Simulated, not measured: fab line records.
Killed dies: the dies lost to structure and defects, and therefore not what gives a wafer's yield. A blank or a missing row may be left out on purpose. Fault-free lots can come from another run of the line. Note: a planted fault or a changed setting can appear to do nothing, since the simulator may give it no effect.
Which tool was responsible? || flow sky130 || 12 lots, 35 wafers sampled, at 4 steps of a route of 708

WHAT EACH GAUGE READ, for each wafer
SKY_VIA4_THK_MEAS_01.
{"lot": "L859", "measured": "day 42 07:39", "on": "film_metro-02", "VIA4_HDPCVD_THK (nm)": "1740 1748 1754"}
{"lot": "L860", "measured": "day 42 10:35", "on": "film_metro-01", "VIA4_HDPCVD_THK (nm)": "1761 1739 1755"}
{"lot": "L862", "measured": "day 43 05:16", "on": "film_metro-01", "VIA4_HDPCVD_THK (nm)": "1745 1744 1742"}
{"lot": "L861", "measured": "day 43 07:25", "on": "film_metro-04", "VIA4_HDPCVD_THK (nm)": "1764 1756 1761"}
{"lot": "L866", "measured": "day 43 21:05", "on": "film_metro-01", "VIA4_HDPCVD_THK (nm)": "1728 1725 1745"}
{"lot": "L872", "measured": "day 45 13:47", "on": "film_metro-01", "VIA4_HDPCVD_THK (nm)": "1768 1764 1759"}
{"lot": "L873", "measured": "day 45 18:36", "on": "film_metro-04", "VIA4_HDPCVD_THK (nm)": "1774 1734 1724"}
{"lot": "L874", "measured": "day 46 00:47", "on": "film_metro-01", "VIA4_HDPCVD_THK (nm)": "1759 1751 1760"}
{"lot": "L876", "measured": "day 46 09:44", "on": "film_metro-02", "VIA4_HDPCVD_THK (nm)": "1769 1766 1766"}
{"lot": "L875", "measured": "day 46 10:51", "on": "film_metro-01", "VIA4_HDPCVD_THK (nm)": "1735 1744 1761"}
{"lot": "L881", "measured": "day 47 18:22", "on": "film_metro-02", "VIA4_HDPCVD_THK (nm)": "1013 999 1013 999"}
{"lot": "L882", "measured": "day 47 22:37", "on": "film_metro-04", "VIA4_HDPCVD_THK (nm)": "1024 1008 1030 1023 1007 1028"}

WHICH TOOL RAN EACH LOT (tool, then ch and the chambers of the sampled wafers, then the start)
{"lot": "L859", "SKY_METAL3_DESCUM_15": "rie_metal-01 ch 0, day 39 02:33", "SKY_METAL4_DESCUM_15": "rie_metal-04 ch 0,1, day 42 06:33", "SKY_VIA4_HDPCVD_00": "hdpcvd-02 ch 1,2, day 42 07:28"}
{"lot": "L860", "SKY_METAL3_DESCUM_15": "rie_metal-03 ch 0,1, day 39 04:22", "SKY_METAL4_DESCUM_15": "rie_metal-04 ch 0,1, day 42 09:29", "SKY_VIA4_HDPCVD_00": "hdpcvd-02 ch 0,2, day 42 10:24"}
{"lot": "L862", "SKY_METAL3_DESCUM_15": "rie_metal-03 ch 0,1, day 40 00:57", "SKY_METAL4_DESCUM_15": "rie_metal-04 ch 0,1, day 43 04:09", "SKY_VIA4_HDPCVD_00": "hdpcvd-02 ch 0,1, day 43 05:04"}
{"lot": "L861", "SKY_METAL3_DESCUM_15": "rie_metal-02 ch 0,1, day 40 02:33", "SKY_METAL4_DESCUM_15": "rie_metal-04 ch 0,1, day 43 06:17", "SKY_VIA4_HDPCVD_00": "hdpcvd-02 ch 0,1,2, day 43 07:13"}
{"lot": "L866", "SKY_METAL3_DESCUM_15": "rie_metal-03 ch 0,1, day 40 17:54", "SKY_METAL4_DESCUM_15": "rie_metal-04 ch 0,1, day 43 19:54", "SKY_VIA4_HDPCVD_00": "hdpcvd-02 ch 0,1, day 43 20:49"}
{"lot": "L872", "SKY_METAL3_DESCUM_15": "rie_metal-02 ch 0,1, day 42 13:14", "SKY_METAL4_DESCUM_15": "rie_metal-03 ch 0,1, day 45 12:34", "SKY_VIA4_HDPCVD_00": "hdpcvd-02 ch 0,1,2, day 45 13:35"}
{"lot": "L873", "SKY_METAL3_DESCUM_15": "rie_metal-02 ch 0,1, day 42 20:40", "SKY_METAL4_DESCUM_15": "rie_metal-04 ch 0,1, day 45 17:18", "SKY_VIA4_HDPCVD_00": "hdpcvd-01 ch 0,1, day 45 18:20"}
{"lot": "L874", "SKY_METAL3_DESCUM_15": "rie_metal-01 ch 0,1, day 43 01:42", "SKY_METAL4_DESCUM_15": "rie_metal-04 ch 0,1, day 45 23:41", "SKY_VIA4_HDPCVD_00": "hdpcvd-02 ch 0,2, day 46 00:36"}
{"lot": "L876", "SKY_METAL3_DESCUM_15": "rie_metal-01 ch 0,1, day 43 12:22", "SKY_METAL4_DESCUM_15": "rie_metal-04 ch 0,1, day 46 08:31", "SKY_VIA4_HDPCVD_00": "hdpcvd-02 ch 0,2, day 46 09:32"}
{"lot": "L875", "SKY_METAL3_DESCUM_15": "rie_metal-03 ch 0,1, day 43 12:42", "SKY_METAL4_DESCUM_15": "rie_metal-02 ch 0,1, day 46 09:39", "SKY_VIA4_HDPCVD_00": "hdpcvd-01 ch 0,1, day 46 10:34"}
{"lot": "L881", "SKY_METAL3_DESCUM_15": "rie_metal-03 ch 0,1, day 44 23:36", "SKY_METAL4_DESCUM_15": "rie_metal-03 ch 1, day 47 17:15", "SKY_VIA4_HDPCVD_00": "hdpcvd-02 ch 1,2, day 47 18:10"}
{"lot": "L882", "SKY_METAL3_DESCUM_15": "rie_metal-01 ch 0,1, day 45 04:13", "SKY_METAL4_DESCUM_15": "rie_metal-03 ch 0,1, day 47 21:23", "SKY_VIA4_HDPCVD_00": "hdpcvd-02 ch 0,2, day 47 22:25"}
- SKY_METAL3_DESCUM_15: chemistry O2, time 8 s.
- SKY_METAL4_DESCUM_15: chemistry O2, time 8 s.
- SKY_VIA4_HDPCVD_00: deposits SiO2, target thk 1750 nm, time 291.7 s.

WHAT THE TOOLS THEMSELVES READ (means of the sampled wafers that have a number; where no wafer has one, the mark that the record gives instead)
SKY_METAL3_DESCUM_15.
{"lot": "L859", "tool": "rie_metal-01", "drypump_motor_current_A (A)": 5.53, "oes_product_au (a.u.)": 0.990}
{"lot": "L860", "tool": "rie_metal-03", "drypump_motor_current_A (A)": 5.09, "oes_product_au (a.u.)": 1.008}
{"lot": "L862", "tool": "rie_metal-03", "drypump_motor_current_A (A)": 5.25, "oes_product_au (a.u.)": 1.014}
{"lot": "L861", "tool": "rie_metal-02", "drypump_motor_current_A (A)": 5.59, "oes_product_au (a.u.)": 0.997}
{"lot": "L866", "tool": "rie_metal-03", "drypump_motor_current_A (A)": 5.08, "oes_product_au (a.u.)": 1.005}
{"lot": "L872", "tool": "rie_metal-02", "drypump_motor_current_A (A)": 5.57, "oes_product_au (a.u.)": 1.002}
{"lot": "L873", "tool": "rie_metal-02", "drypump_motor_current_A (A)": 5.58, "oes_product_au (a.u.)": 1.005}
{"lot": "L874", "tool": "rie_metal-01", "drypump_motor_current_A (A)": 5.58, "oes_product_au (a.u.)": 0.990}
{"lot": "L876", "tool": "rie_metal-01", "drypump_motor_current_A (A)": 5.54, "oes_product_au (a.u.)": 0.980}
{"lot": "L875", "tool": "rie_metal-03", "drypump_motor_current_A (A)": 5.10, "oes_product_au (a.u.)": 1.015}
{"lot": "L881", "tool": "rie_metal-03", "drypump_motor_current_A (A)": 5.16, "oes_product_au (a.u.)": 1.017}
{"lot": "L882", "tool": "rie_metal-01", "drypump_motor_current_A (A)": 5.58, "oes_product_au (a.u.)": 0.976}

SKY_METAL4_DESCUM_15.
{"lot": "L859", "tool": "rie_metal-04", "drypump_motor_current_A (A)": 6.3, "oes_product_au (a.u.)": 1.017}
{"lot": "L860", "tool": "rie_metal-04", "drypump_motor_current_A (A)": 6.4, "oes_product_au (a.u.)": 1.001}
{"lot": "L862", "tool": "rie_metal-04", "drypump_motor_current_A (A)": 6.3, "oes_product_au (a.u.)": 1.010}
{"lot": "L861", "tool": "rie_metal-04", "drypump_motor_current_A (A)": 6.2, "oes_product_au (a.u.)": 1.001}
{"lot": "L866", "tool": "rie_metal-04", "drypump_motor_current_A (A)": 6.3, "oes_product_au (a.u.)": 0.996}
{"lot": "L872", "tool": "rie_metal-03", "drypump_motor_current_A (A)": 5.2, "oes_product_au (a.u.)": 1.027}
{"lot": "L873", "tool": "rie_metal-04", "drypump_motor_current_A (A)": 6.3, "oes_product_au (a.u.)": 1.005}
{"lot": "L874", "tool": "rie_metal-04", "drypump_motor_current_A (A)": 6.3, "oes_product_au (a.u.)": 0.999}
{"lot": "L876", "tool": "rie_metal-04", "drypump_motor_current_A (A)": 6.3, "oes_product_au (a.u.)": 1.006}
{"lot": "L875", "tool": "rie_metal-02", "drypump_motor_current_A (A)": 5.6, "oes_product_au (a.u.)": 0.997}
{"lot": "L881", "tool": "rie_metal-03", "drypump_motor_current_A (A)": 5.4, "oes_product_au (a.u.)": 1.023}
{"lot": "L882", "tool": "rie_metal-03", "drypump_motor_current_A (A)": 5.1, "oes_product_au (a.u.)": 1.003}

THE ANSWER, worked out from the rows above alone
Rule: usual is defined by the lots themselves. The widest of any qualifying gaps counts: lots, ordered by their means at a reading, are off when they make up no more than a third of the lots, leave a main group of 4 or more, and stand apart from it by 3 or more times the standard deviation of that group's means. If all means in a main group match to the digits the tables above print for the reading, that group is not used. Also off: a lot with no number at a reading for which 4 or more lots have one. The other lots that the step has rows for count as sound. First the gauges in route order, then the tools' own readings, where a lot's mean is used as printed above. The first step at which some lot is off is used, and at that step the reading that is off furthest; a lot without a number counts as furthest.
Off: L881, L882, at SKY_VIA4_THK_MEAS_01 (VIA4_HDPCVD_THK). For the main group the mean is 1751 nm and the standard deviation 10.
If a tool, at a process step before that reading, ran all the lots that are off and no sound lot after the first of them, it fits. The gauges at SKY_VIA4_THK_MEAS_01 aren't tried: what is off there is off at SKY_METAL4_DESCUM_15 too, on other tools, and a gauge's error can't cause that. 2 tools fit, rie_metal-03 at SKY_METAL4_DESCUM_15 and hdpcvd-02 at SKY_VIA4_HDPCVD_00, so this cannot tell which one it is.

WHAT HAD BEEN PUT IN BY THE SIMULATOR
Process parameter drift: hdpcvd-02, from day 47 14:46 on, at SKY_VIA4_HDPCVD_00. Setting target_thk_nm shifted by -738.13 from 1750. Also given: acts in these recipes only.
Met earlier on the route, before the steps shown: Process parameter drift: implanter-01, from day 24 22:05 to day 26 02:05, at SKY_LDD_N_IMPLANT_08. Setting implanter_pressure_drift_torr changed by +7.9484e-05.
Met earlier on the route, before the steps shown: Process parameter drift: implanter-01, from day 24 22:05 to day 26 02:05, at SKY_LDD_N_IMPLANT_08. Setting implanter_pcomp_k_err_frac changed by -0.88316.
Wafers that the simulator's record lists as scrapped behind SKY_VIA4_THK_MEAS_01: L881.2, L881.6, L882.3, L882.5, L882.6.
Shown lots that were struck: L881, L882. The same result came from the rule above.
